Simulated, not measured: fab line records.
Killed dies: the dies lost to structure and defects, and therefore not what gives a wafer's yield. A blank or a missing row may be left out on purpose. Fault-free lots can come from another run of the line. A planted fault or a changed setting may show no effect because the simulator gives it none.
Which tool is to blame? | flow gf180mcu | route of 602 steps, sampled at 1 step: 7 lots, 21 wafers

## WHAT THE GAUGES READ, wafer by wafer
GF_HV_LDD_CD_MEAS_19 targets a cd of 400 nm.
lot  | measured     | on        | cd-nm (nm)
L823 | day 11 00:16 | cd-sem-02 | 401.6 401.3 401.3
L830 | day 12 21:46 | cd-sem-02 | 398.2 397.4 398.8
L832 | day 13 11:46 | cd-sem-01 | 399.8 398.4 401.9
L834 | day 14 04:24 | cd-sem-02 | 401.3 399.7 402.4
L836 | day 14 15:05 | cd-sem-01 | 397.9 398.5 400.5
L843 | day 16 23:19 | cd-sem-01 | 398.3 400.0 397.2
L845 | day 17 15:56 | cd-sem-01 | 399.0 400.6 399.8

## WHAT TOOL EACH LOT RAN ON (gives the tool, then ch and the chambers of the sampled wafers, and finally the start)
There is no process step in the record ahead of these readings.

## THE ANSWER, worked out from the rows above alone
Rule: the lots themselves supply what counts as usual. The widest of any qualifying gaps counts: lots, ordered by their means at a reading, are off when they make up no more than a third of the lots, leave a main group of 4 or more, and stand apart from it by 3 or more times the standard deviation of that group's means. The tables above print the reading to a certain number of digits; a main group whose means all agree to those digits is not used. A lot without any number at a reading at which 4 lots or more have one is off too. Where the step has rows for the other lots, those lots are counted as sound.
No lot is off on any of the readings shown, so nothing can be concluded from this.

## WHAT THE SIMULATOR HAD PUT IN
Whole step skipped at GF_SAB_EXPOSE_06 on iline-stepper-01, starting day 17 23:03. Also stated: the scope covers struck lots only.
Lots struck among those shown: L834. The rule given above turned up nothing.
